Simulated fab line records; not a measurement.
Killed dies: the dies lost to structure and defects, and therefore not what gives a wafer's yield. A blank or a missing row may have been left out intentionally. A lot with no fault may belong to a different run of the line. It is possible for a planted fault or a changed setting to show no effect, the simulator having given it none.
8D (eight disciplines) problem report, filled in by code	flow sky130	the parts of the form that need people (team, actions taken, sign-off) are left out

== 1. THE ISSUE ==
At SKY_LOCAL_INTERCONNECT_ETCH_13, rf_fwd_power_W averages 416.7 W over 6 wafers from 2 lots, while fault-free wafers read 495.1 W, standard deviation 2.2. Measured from the usual mean, that is -36 standard deviations.
The step: etches BARC in N2/H2, stops on SiO2, time 45.9 s, target depth 60 nm.
First observed at day 36 21:23: wafer L486.1, on rie_metal-03. Wafers with a number at this step in the record: 18, from 6 lots. By rule, "out" or "out of limits" means more than 4 standard deviations away from the usual mean. The other wafers with a number count as sound.

== 2. WHAT IT IS, WHAT IT ISN'T ==
question	is	is not
which readings at this step	rf_fwd_power_W	drypump_motor_current_A, oes_product_au, throttle_valve_pct
which lots	L486, L487	L466, L468, L472, L478
which wafers of those lots	all that have a number	-
read on which tools	rie_metal-03	rie_metal-01
when	from day 36 21:23	up to then (12 sound wafers)

== 3. WHAT RULES OUT EACH SUSPECT ==
Counting: a tool at any process step up to the reading remains a suspect when it ran all the lots that are out and ran no sound lot after the first of those.
- rie_metal-03 at SKY_LOCAL_INTERCONNECT_ETCH_13 (etches BARC in N2/H2, stops on SiO2, time 45.9 s, target depth 60 nm): kept. It processed each lot that is out, first L486 at day 36 21:23, and no sound lot thereafter; up to then, the last sound lot it processed was L478 at day 34 15:19. Its own rf_fwd_power_W readings are out on those wafers.
The count leaves rie_metal-03 at SKY_LOCAL_INTERCONNECT_ETCH_13.

== 4. THE CAUSE (what the simulator had put in) ==
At SKY_LOCAL_INTERCONNECT_ETCH_13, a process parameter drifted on rie_metal-03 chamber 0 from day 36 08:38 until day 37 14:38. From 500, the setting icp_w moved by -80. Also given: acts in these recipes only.
Only this tool survived the counting.

== 5. SEQUENCE OF EFFECTS, ordered by route ==
One row per reading whose mean, taken over the struck wafers that have a number, lies over 3 standard deviations from the usual. Readings are gone through only where the record gives a usual standard deviation; hours: the median, over the lots, of the time from a lot's start at the first step in this table giving one to that lot's start at this step; sigmas: the change measured in usual standard deviations.
hours	step	reading	usual	on struck wafers	change	sigmas
0	SKY_LOCAL_INTERCONNECT_ETCH_13	rf_fwd_power_W	495.1 W	416.7	-78.4	-36
0	SKY_LOCAL_INTERCONNECT_STRIP_15	strip_time_to_endpoint_s	4.683 s	4.745	+0.062	+3.3
The process steps in it:
- SKY_LOCAL_INTERCONNECT_ETCH_13: etches BARC in N2/H2, stops on SiO2, time 45.9 s, target depth 60 nm.
- SKY_LOCAL_INTERCONNECT_STRIP_15: strips in O2/N2.

== 6. WHAT WOULD HAVE CAUGHT IT SOONER ==
First out-of-limits reading in this record: day 36 21:23, which is 13 hours after fault onset at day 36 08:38.
